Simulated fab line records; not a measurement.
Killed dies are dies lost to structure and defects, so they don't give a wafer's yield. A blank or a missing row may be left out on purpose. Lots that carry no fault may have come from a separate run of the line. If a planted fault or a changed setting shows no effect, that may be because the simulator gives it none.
What tool caused it? :: flow gf180mcu :: 42 wafers from 14 lots sampled at 2 of the route's 602 steps

WHAT EACH GAUGE READ, for each wafer
GF_SAB_CD_MEAS_09 targets a cd of 420 nm.
lot: L670
measured: day 15 07:17
on: cd-sem-02
cd-nm (nm): 417.1 416.6 416.4

lot: L671
measured: day 16 04:13
on: cd-sem-02
cd-nm (nm): 421.3 424.0 420.8

lot: L674
measured: day 17 05:41
on: cd-sem-02
cd-nm (nm): 417.3 417.9 417.2

lot: L676
measured: day 18 01:29
on: cd-sem-02
cd-nm (nm): 420.2 422.7 421.1

lot: L677
measured: day 18 22:45
on: cd-sem-01
cd-nm (nm): 422.6 422.6 423.0

lot: L678
measured: day 18 23:03
on: cd-sem-02
cd-nm (nm): 417.7 416.9 418.2

lot: L680
measured: day 19 02:22
on: cd-sem-02
cd-nm (nm): 418.8 420.9 418.7

lot: L685
measured: day 21 01:49
on: cd-sem-02
cd-nm (nm): 424.9 425.7 425.2

lot: L688
measured: day 22 07:12
on: cd-sem-02
cd-nm (nm): 419.3 418.9 422.5

lot: L689
measured: day 22 12:07
on: cd-sem-01
cd-nm (nm): 416.5 417.2 417.9

lot: L690
measured: day 22 17:53
on: cd-sem-02
cd-nm (nm): 423.0 422.1 424.2

lot: L691
measured: day 23 05:27
on: cd-sem-02
cd-nm (nm): 421.7 421.8 423.0

lot: L692
measured: day 23 10:28
on: cd-sem-02
cd-nm (nm): 420.4 423.2 421.3

lot: L693
measured: day 23 17:28
on: cd-sem-02
cd-nm (nm): 423.6 421.3 421.4

TOOL THAT RAN EACH LOT (tool first, then ch and the chambers of the sampled wafers, then the start)
lot: L670
GF_DUAL_GATE_OXIDATION_02: furnace-01 ch 0, day 7 16:38

lot: L671
GF_DUAL_GATE_OXIDATION_02: furnace-01 ch 0, day 8 07:07

lot: L674
GF_DUAL_GATE_OXIDATION_02: furnace-01 ch 0, day 9 02:02

lot: L676
GF_DUAL_GATE_OXIDATION_02: furnace-02 ch 0, day 9 18:34

lot: L677
GF_DUAL_GATE_OXIDATION_02: furnace-02 ch 0, day 10 05:07

lot: L678
GF_DUAL_GATE_OXIDATION_02: furnace-02 ch 0, day 10 05:07

lot: L680
GF_DUAL_GATE_OXIDATION_02: furnace-01 ch 0, day 10 09:04

lot: L685
GF_DUAL_GATE_OXIDATION_02: furnace-01 ch 0, day 11 21:11

lot: L688
GF_DUAL_GATE_OXIDATION_02: furnace-02 ch 0, day 12 23:37

lot: L689
GF_DUAL_GATE_OXIDATION_02: furnace-02 ch 0, day 13 04:10

lot: L690
GF_DUAL_GATE_OXIDATION_02: furnace-01 ch 0, day 13 12:52

lot: L691
GF_DUAL_GATE_OXIDATION_02: furnace-01 ch 0, day 13 20:45

lot: L692
GF_DUAL_GATE_OXIDATION_02: furnace-02 ch 0, day 14 01:45

lot: L693
GF_DUAL_GATE_OXIDATION_02: furnace-01 ch 0, day 14 11:08
- GF_DUAL_GATE_OXIDATION_02: stabilise 600 s, purge 300 s, target thk 10.887 nm.

AS READ BY THE TOOLS THEMSELVES (means over the sampled wafers that have a number; for cases with no such wafer, the mark the record gives instead)
GF_DUAL_GATE_OXIDATION_02.
lot: L670
tool: furnace-01
spike-tc-centre-C (C): 900.1
spike-tc-lower-C (C): 900.9
spike-tc-top-C (C): 908.4
tube-center-temp-C (C): 899.92
tube_center_temp_C_max: 901.8
zone-power-bottom-pct (%): 25.0

lot: L671
tool: furnace-01
spike-tc-centre-C (C): 900.8
spike-tc-lower-C (C): 898.8
spike-tc-top-C (C): 907.8
tube-center-temp-C (C): 899.95
tube_center_temp_C_max: 902.1
zone-power-bottom-pct (%): 25.0

lot: L674
tool: furnace-01
spike-tc-centre-C (C): 900.3
spike-tc-lower-C (C): 901.6
spike-tc-top-C (C): 908.5
tube-center-temp-C (C): 900.03
tube_center_temp_C_max: 902.4
zone-power-bottom-pct (%): 24.7

lot: L676
tool: furnace-02
spike-tc-centre-C (C): 896.9
spike-tc-lower-C (C): 898.9
spike-tc-top-C (C): 904.2
tube-center-temp-C (C): 896.40
tube_center_temp_C_max: 898.5
zone-power-bottom-pct (%): 26.1

lot: L677
tool: furnace-02
spike-tc-centre-C (C): 897.9
spike-tc-lower-C (C): 897.7
spike-tc-top-C (C): 904.9
tube-center-temp-C (C): 896.42
tube_center_temp_C_max: 899.2
zone-power-bottom-pct (%): 25.7

lot: L678
tool: furnace-02
spike-tc-centre-C (C): 896.9
spike-tc-lower-C (C): 898.6
spike-tc-top-C (C): 903.7
tube-center-temp-C (C): 896.36
tube_center_temp_C_max: 899.4
zone-power-bottom-pct (%): 26.2

lot: L680
tool: furnace-01
spike-tc-centre-C (C): 900.3
spike-tc-lower-C (C): 902.1
spike-tc-top-C (C): 908.8
tube-center-temp-C (C): 899.96
tube_center_temp_C_max: 902.1
zone-power-bottom-pct (%): 24.7

lot: L685
tool: furnace-01
spike-tc-centre-C (C): 900.3
spike-tc-lower-C (C): 900.3
spike-tc-top-C (C): 908.1
tube-center-temp-C (C): 900.01
tube_center_temp_C_max: 902.1
zone-power-bottom-pct (%): 25.0

lot: L688
tool: furnace-02
spike-tc-centre-C (C): 900.8
spike-tc-lower-C (C): 901.1
spike-tc-top-C (C): 908.0
tube-center-temp-C (C): 899.94
tube_center_temp_C_max: 902.4
zone-power-bottom-pct (%): 26.3

lot: L689
tool: furnace-02
spike-tc-centre-C (C): 900.2
spike-tc-lower-C (C): 902.3
spike-tc-top-C (C): 909.6
tube-center-temp-C (C): 900.01
tube_center_temp_C_max: 902.1
zone-power-bottom-pct (%): 25.7

lot: L690
tool: furnace-01
spike-tc-centre-C (C): 901.1
spike-tc-lower-C (C): 900.6
spike-tc-top-C (C): 907.2
tube-center-temp-C (C): 900.00
tube_center_temp_C_max: 902.5
zone-power-bottom-pct (%): 25.0

lot: L691
tool: furnace-01
spike-tc-centre-C (C): 901.3
spike-tc-lower-C (C): 900.5
spike-tc-top-C (C): 907.8
tube-center-temp-C (C): 899.99
tube_center_temp_C_max: 902.4
zone-power-bottom-pct (%): 24.8

lot: L692
tool: furnace-02
spike-tc-centre-C (C): 901.3
spike-tc-lower-C (C): 901.7
spike-tc-top-C (C): 907.7
tube-center-temp-C (C): 899.96
tube_center_temp_C_max: 902.6
zone-power-bottom-pct (%): 25.8

lot: L693
tool: furnace-01
spike-tc-centre-C (C): 900.4
spike-tc-lower-C (C): 900.0
spike-tc-top-C (C): 908.7
tube-center-temp-C (C): 900.07
tube_center_temp_C_max: 902.3
zone-power-bottom-pct (%): 25.0

THE ANSWER, worked out from the rows above alone
Rule: what is usual is taken from the lots themselves. The widest of any qualifying gaps counts: lots, ordered by their means at a reading, are off when they make up no more than a third of the lots, leave a main group of 4 or more, and stand apart from it by 3 or more times the standard deviation of that group's means. A main group whose means are all the same, to the digits that the tables above print for the reading, isn't used. A lot without any number at a reading at which 4 lots or more have one is off too. Any other lot the step has rows for is counted as sound. The gauges are gone through in route order, then the tools' own readings, and for those a lot's mean is taken as printed above. At the first step where some lot is off, the reading lying furthest off is the one used; lots without a number count as furthest.
Off at GF_DUAL_GATE_OXIDATION_02 (tube-center-temp-C): L676, L677, L678. Main group: mean 899.99 C, sd 0.042.
If a tool, at that step or one of the process steps before it, ran each lot that is off and ran no sound lot following the first of them, it fits. Not one of the candidates tried fits.

WHAT THE SIMULATOR PUT IN
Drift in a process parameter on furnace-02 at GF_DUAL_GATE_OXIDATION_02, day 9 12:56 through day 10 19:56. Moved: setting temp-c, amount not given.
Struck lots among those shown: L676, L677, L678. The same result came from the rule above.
